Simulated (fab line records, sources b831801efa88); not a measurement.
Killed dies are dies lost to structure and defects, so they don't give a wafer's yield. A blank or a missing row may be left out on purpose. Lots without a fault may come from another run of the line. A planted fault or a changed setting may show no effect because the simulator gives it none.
Which tool did it? | flow gf180mcu | 15 lots, 45 wafers sampled, at 3 steps of a route of 602

WHAT THE GAUGES READ, wafer by wafer
GF_DNWELL_TW_MEAS_09.
lot  | measured    | on            | DNWELL_TW
L610 | day 2 19:58 | film_metro-02 | 1359 1360 1357
L611 | day 3 00:37 | film_metro-02 | 1353 1365 1359
L612 | day 3 05:32 | film_metro-03 | 1367 1375 1379
L613 | day 3 14:07 | film_metro-02 | 1367 1359 1372
L616 | day 4 07:04 | film_metro-01 | 1323 1326 1323
L617 | day 4 14:05 | film_metro-01 | 1341 1342 1340
L619 | day 4 20:23 | film_metro-03 | 1368 1369 1376
L621 | day 5 14:58 | film_metro-01 | 1335 1334 1342
L622 | day 5 15:40 | film_metro-01 | 1343 1340 1347
L624 | day 6 01:35 | film_metro-03 | 1364 1360 1364
L625 | day 6 08:57 | film_metro-03 | 1374 1371 1374
L626 | day 6 09:02 | film_metro-01 | 30 30 30 30 30 30
L627 | day 6 14:36 | film_metro-02 | 31 31 31 31 31 31
L628 | day 6 18:51 | film_metro-03 | 31 31 31 31 31 31
L633 | day 7 23:17 | film_metro-03 | 1378 1369 1380

GF_VT_IMPLANT_TW_MEAS_21.
lot  | measured     | on            | VT_IMPLANT_2_TW
L610 | day 6 04:55  | film_metro-02 | 1222 1223 1224
L611 | day 6 10:14  | film_metro-03 | 1246 1242 1239
L612 | day 6 18:02  | film_metro-03 | 1240 1238 1246
L613 | day 7 02:53  | film_metro-02 | 1226 1221 1216
L616 | day 7 20:52  | film_metro-03 | 1231 1231 1231
L617 | day 8 06:58  | film_metro-04 | 1207 1212 1208
L619 | day 8 13:28  | film_metro-04 | 1199 1200 1206
L621 | day 9 12:57  | film_metro-04 | 1207 1204 1198
L622 | day 9 14:35  | film_metro-02 | 1217 1216 1217
L624 | day 10 04:31 | film_metro-03 | 1233 1223 1226
L625 | day 10 11:53 | film_metro-04 | 1205 1199 1207
L633 | day 12 09:41 | film_metro-04 | 1206 1208 1211

WHICH TOOL RAN EACH LOT (tool, then ch and the chambers of the sampled wafers, then the start)
lot  | GF_DNWELL_DEVELOP_06
L610 | litho_track-02 ch 0, day 2 19:00
L611 | litho_track-04 ch 0, day 3 00:00
L612 | litho_track-02 ch 0, day 3 05:00
L613 | litho_track-04 ch 0, day 3 13:00
L616 | litho_track-02 ch 0, day 4 06:00
L617 | litho_track-04 ch 0, day 4 13:00
L619 | litho_track-01 ch 0, day 4 19:00
L621 | litho_track-02 ch 0, day 5 14:00
L622 | litho_track-01 ch 0, day 5 15:00
L624 | litho_track-04 ch 0, day 6 01:00
L625 | litho_track-04 ch 0, day 6 08:00
L626 | litho_track-02, day 6 08:00
L627 | litho_track-04, day 6 14:00
L628 | litho_track-04, day 6 18:00
L633 | litho_track-02 ch 0, day 7 22:00
- GF_DNWELL_DEVELOP_06: develop time 61.66 s.

WHAT THE TOOLS THEMSELVES READ (means of the sampled wafers that have a number; where no wafer has one, the mark that the record gives instead)
GF_DNWELL_DEVELOP_06.
lot  | tool           | chill_plate_temp_C (C) | developer_temp_C (C) | exhaust_pa (Pa)
L610 | litho_track-02 | 23.04                  | 22.99                | 46.6
L611 | litho_track-04 | 23.01                  | 22.93                | 45.4
L612 | litho_track-02 | 23.11                  | 23.16                | 45.2
L613 | litho_track-04 | 23.05                  | 22.99                | 45.1
L616 | litho_track-02 | 22.94                  | 23.13                | 44.6
L617 | litho_track-04 | 22.88                  | 23.10                | 45.3
L619 | litho_track-01 | 22.94                  | 22.99                | 45.7
L621 | litho_track-02 | 23.12                  | 23.12                | 45.2
L622 | litho_track-01 | 23.04                  | 22.88                | 44.9
L624 | litho_track-04 | 22.95                  | 23.07                | 45.3
L625 | litho_track-04 | 22.81                  | 23.05                | 45.8
L626 | litho_track-02 | -                      | -                    | -
L627 | litho_track-04 | -                      | -                    | -
L628 | litho_track-04 | -                      | -                    | -
L633 | litho_track-02 | 22.91                  | 23.05                | 45.2

THE ANSWER, worked out from the rows above alone
Rule: what is usual is taken from the lots themselves. Put in order of their means at a reading, lots are off if they are a third of the lots or fewer, leave a main group of 4 or more, and stand apart from it by a gap of 3 or more times the standard deviation of the main group's means; of several such gaps the widest counts. A main group whose means are all the same, to the digits that the tables above print for the reading, isn't used. A lot without any number at a reading at which 4 lots or more have one is off too. The other lots that the step has rows for count as sound. The gauges are gone through in route order, then the tools' own readings, and for those a lot's mean is taken as printed above. The first step at which some lot is off is used, and at that step the reading that is off furthest; a lot without a number counts as furthest.
Off: L626, L627, L628, at GF_DNWELL_TW_MEAS_09 (DNWELL_TW). The main group: mean 1357, standard deviation 16.
A tool fits if, at a process step before that reading, it ran every lot that is off, and no sound lot after the first of them. The gauges at GF_DNWELL_TW_MEAS_09 aren't tried: what is off there is off at GF_DNWELL_DEVELOP_06 too, on other tools, and a gauge's error can't cause that. None of those tried fits.

WHAT THE SIMULATOR HAD PUT IN
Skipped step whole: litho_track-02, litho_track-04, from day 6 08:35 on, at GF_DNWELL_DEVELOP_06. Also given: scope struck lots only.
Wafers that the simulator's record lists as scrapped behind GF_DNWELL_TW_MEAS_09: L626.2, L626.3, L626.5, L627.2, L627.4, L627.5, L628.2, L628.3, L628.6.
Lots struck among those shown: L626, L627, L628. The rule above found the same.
